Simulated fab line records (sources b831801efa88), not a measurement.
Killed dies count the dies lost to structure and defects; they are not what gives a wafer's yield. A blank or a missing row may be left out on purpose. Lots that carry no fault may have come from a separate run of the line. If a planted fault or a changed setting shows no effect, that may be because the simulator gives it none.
fab line records | flow sky130
[record] lots = 13 wafers = 38 last-day = 50
route steps=708 shown METAL5@676
lots with no fault: from the same line, run without faults
start-h: start of the lot's first displayed wafer, in hours after the record's first day | wait-h: time in hours since the lot's previous step | " same as the row above | L1.1+2: a single row standing in for several wafers | - either no value or no given start | * or withheld: withheld | < > ~ a bound
route shown NAME@n: names a module that has steps shown in the file, with the first one's number in the route | usual: mean/standard deviation taken from wafers without a fault | same: alike in all rows | chamber/n: place in a boat | sites: readings site by site | _std_site: the values' standard deviation | _edge_site: the outer-site mean with the inner-site mean subtracted | radius-mm: for every site, how far away it sits from the centre of the wafer | mask NAME#n: copy n | behind: the tool/chamber that last shaped the wafer | hold: why the lot went on hold/how many hours it stayed there/how the hold came to an end | device: the n, p or np transistor that did not switch | end of line: the route-end tests of the same wafers | a step without rows: its recipe alone | killed: dies lost to structure and defects at the first sort, not the wafer's yield | map: per-die view of a wafer (x killed, . not killed, _ where there is no die)
set.NAME: the run value of the setting; set.NAME@STEP: its run value at that earlier step | model.NAME: the simulator's own value behind a step, which no gauge read
a sample of lots followed through the steps of the route, with each step as a table and each wafer as a row
services: when a tool's chamber went out of use (start-h, in hours from the record's first day, below 0 if earlier), for how many hours, and the reason
[[steps]]
[step SKY_METAL5_METAL_ETCH_15]
[recipe] target-depth-a = 12600 stop-on = SiO2 over-etch-frac = 0.2 time-s = 252 chemistry = Cl2/BCl3 resist-sidewall-deg = 86 pressure-mtorr = 10 icp-w = 900 bias-w = 48.5 Cl2_flow_sccm = 60 bcl3-flow-sccm = 30
[usual] bias-w = 48.50/0.12 drypump-motor-current-A = 5.8/0.55 oes-product-au = 0.893/0.0048 over-etch-frac = 0.2/0 throttle-valve-pct = 22.264/0.0089
// columns lot.wafer tool chamber start-h wait-h bias-w drypump-motor-current-A oes-product-au over-etch-frac rf-hours-counter-h throttle-valve-pct
L990.1 rie-metal-02 1 1020.83 0.0 48.51 6.4 0.901 0.2 16 22.261
L990.5 " 0 " " 48.42 5.4 0.893 0.2 - 22.266
L990.6 " 1 " " 48.53 6.4 0.887 0.2 - 22.272
L991.2 rie-metal-04 1 1024.85 0.0 48.57 5.2 0.898 0.2 4 22.254
L991.4 " 0 " " 48.45 6.1 0.891 0.2 - 22.278
L991.6 " 0 " " 48.62 6.1 0.898 0.2 - 22.255
L994.1 rie-metal-02 1 1051.40 0.0 48.73 6.5 0.918 0.1503 18 22.252
L994.2 " 0 " " 48.36 5.3 0.914 0.1503 20 22.248
L996.3 rie-metal-03 0 1065.35 0.1 48.56 6.2 0.900 0.2 - 22.267
L996.4 " 1 " " 48.70 5.1 0.890 0.2 - 22.247
L996.5 " 1 " " 48.72 5.1 0.887 0.2 - 22.267
L104.2 rie-metal-03 1 1116.95 0.0 48.51 5.0 0.898 0.2 17 22.258
L104.4 " 0 " " 48.44 6.2 0.893 0.2 - 22.263
L104.5 " 0 " " 48.45 6.2 0.888 0.2 - 22.267
L103.1 rie-metal-04 1 1117.88 0.0 48.56 5.2 0.880 0.2 10 22.265
L103.3 " 1 " " 48.50 5.2 0.881 0.2 - 22.262
L103.5 " 1 " " 48.63 5.2 0.897 0.2 - 22.265
L106.3 rie-metal-03 1 1124.25 0.1 48.56 5.1 0.889 0.2 - 22.251
L106.4 " 0 " " 48.36 6.2 0.900 0.2 - 22.251
L106.6 " 0 " " 48.72 6.2 0.883 0.2 - 22.253
L107.4 rie-metal-03 0 1129.88 0.1 48.73 6.2 0.889 0.2 - 22.260
L107.5 " 1 " " 48.31 5.1 0.896 0.2 - 22.251
L107.6 " 0 " " 48.41 6.2 0.903 0.2 - 22.267
L109.2 rie-metal-03 1 1142.80 0.0 48.27 5.1 0.894 0.2 19 22.253
L109.3 " 1 " " 48.21 5.1 0.891 0.2 - 22.291
L109.6 " 0 " " 48.57 6.2 0.895 0.2 - 22.263
L110.2 rie-metal-04 0 1149.93 0.0 48.42 6.1 0.894 0.2 25 22.268
L110.3 " 1 " " 48.48 5.2 0.888 0.2 - 22.256
L110.5 " 1 " " 48.56 5.2 0.904 0.2 - 22.275
L111.1 rie-metal-02 0 1152.88 0.0 48.61 5.3 0.887 0.2 28 22.268
L111.3 " 1 " " 48.60 6.4 0.888 0.2 - 22.259
L111.5 " 1 " " 48.46 6.4 0.894 0.2 - 22.261
L112.2 rie-metal-02 1 1160.18 0.0 48.62 6.5 0.899 0.2 26 22.266
L112.3 " 0 " " 48.75 5.4 0.890 0.2 - 22.262
L112.5 " 0 " " 48.31 5.3 0.896 0.2 - 22.243
L113.2 rie-metal-04 1 1162.78 0.0 48.38 5.2 0.890 0.2 14 22.274
L113.4 " 0 " " 48.49 6.1 0.900 0.2 - 22.274
L113.5 " 1 " " 48.63 5.2 0.891 0.2 - 22.249
[step SKY_METAL5_STRIP_16]
[recipe] chemistry = O2/N2 power-w = 1400 pressure-mtorr = 1500 platen-temp-c = withheld o2-flow-sccm = 3000 n2-flow-sccm = 300 overash-fraction = 0.5
[usual] drypump-motor-current-A = 6.1/0.6 oes-product-au = 0.710/0.0044 strip-time-to-endpoint-s = 13.03/0.081
// columns lot.wafer tool chamber start-h wait-h drypump-motor-current-A oes-product-au rf-hours-counter-h strip-time-to-endpoint-s
L990.1 plasma-asher-03 0 1021.06 0.2 6.1 0.714 60 13.08
L990.5 " 0 " " 6.0 0.710 - 12.93
L990.6 " 1 " " 6.6 0.709 - 13.16
L991.2 plasma-asher-03 1 1025.08 0.2 6.6 0.706 60 13.18
L991.4 " 0 " " 6.0 0.702 - 13.10
L991.6 " 0 " " 6.0 0.712 - 13.00
L994.1 plasma-asher-03 1 1051.63 0.2 6.6 0.717 63 13.44
L994.2 " 0 " " 6.0 0.714 63 13.51
L996.3 plasma-asher-03 0 1065.54 0.1 6.0 0.716 - 12.96
L996.4 " 1 " " 6.6 0.708 - 13.07
L996.5 " 1 " " 6.6 0.711 - 13.17
L104.2 plasma-asher-01 0 1117.18 0.2 6.6 0.717 97 13.09
L104.4 " 1 " " 5.0 0.711 - 13.10
L104.5 " 0 " " 6.6 0.706 - 13.12
L103.1 plasma-asher-01 0 1118.11 0.2 6.5 0.706 97 13.08
L103.3 " 0 " " 6.5 0.703 - 12.99
L103.5 " 1 " " 4.9 0.705 - 13.09
L106.3 plasma-asher-01 1 1124.44 0.1 4.9 0.718 - 13.09
L106.4 " 0 " " 6.5 0.714 - 13.04
L106.6 " 1 " " 4.9 0.716 - 12.90
L107.4 plasma-asher-03 1 1130.07 0.1 6.6 0.702 - 13.00
L107.5 " 1 " " 6.6 0.711 - 12.97
L107.6 " 0 " " 6.1 0.704 - 13.00
L109.2 plasma-asher-03 1 1143.03 0.2 6.6 0.707 73 12.97
L109.3 " 1 " " 6.6 0.705 - 13.02
L109.6 " 0 " " 6.1 0.715 - 13.04
L110.2 plasma-asher-01 0 1150.17 0.2 6.6 0.704 101 13.09
L110.3 " 0 " " 6.6 0.713 - 13.06
L110.5 " 1 " " 5.0 0.710 - 12.97
L111.1 plasma-asher-03 1 1153.11 0.2 6.6 0.710 74 12.99
L111.3 " 1 " " 6.6 0.712 - 13.06
L111.5 " 1 " " 6.6 0.712 - 13.15
L112.2 plasma-asher-03 1 1160.41 0.2 6.6 0.711 75 12.97
L112.3 " 1 " " 6.6 0.709 - 12.88
L112.5 " 0 " " 6.1 0.702 - 12.87
L113.2 plasma-asher-01 0 1163.02 0.2 6.6 0.715 102 12.90
L113.4 " 0 " " 6.6 0.710 - 12.95
L113.5 " 0 " " 6.6 0.709 - 12.92
[[services]]
// columns tool chamber start-h hours kind
plasma-asher-01 - 1020.71 4.6 repair
rie-metal-03 0 1026.80 - clean
rie-metal-03 0 1026.80 18.8 scheduled-down
rie-metal-03 0 1026.80 18.8 vent-cycle
plasma-asher-01 - 1088.15 4.3 pm
rie-metal-03 - 1159.09 0.9 repair
[[key]]
[first-sign] step = SKY_METAL5_METAL_ETCH_15 reading = over-etch-frac direction = down sigmas = 99+ usual = 0.2 struck = 0.1503
[effect] step = SKY_METAL5_METAL_ETCH_15 reading = oes-product-au direction = up sigmas = 4.7 usual = 0.893 struck = 0.916
[effect] step = SKY_METAL5_STRIP_16 reading = strip-time-to-endpoint-s direction = up sigmas = 5.6 usual = * struck = *
met-at SKY_METAL5_METAL_ETCH_15
struck-lots L994
struck-wafers L994.1,L994.2
onset-between 1020.83 1051.40
[fault] kind = process-parameter-drift tool = rie-metal-02 chamber = - onset-h = 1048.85 steps = SKY_METAL5_METAL_ETCH_15 channel = over-etch-frac offset = -0.049697 shape = step end-h = 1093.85 scope = struck-wafers-only acts-in = these-recipes-only stated = 0.2
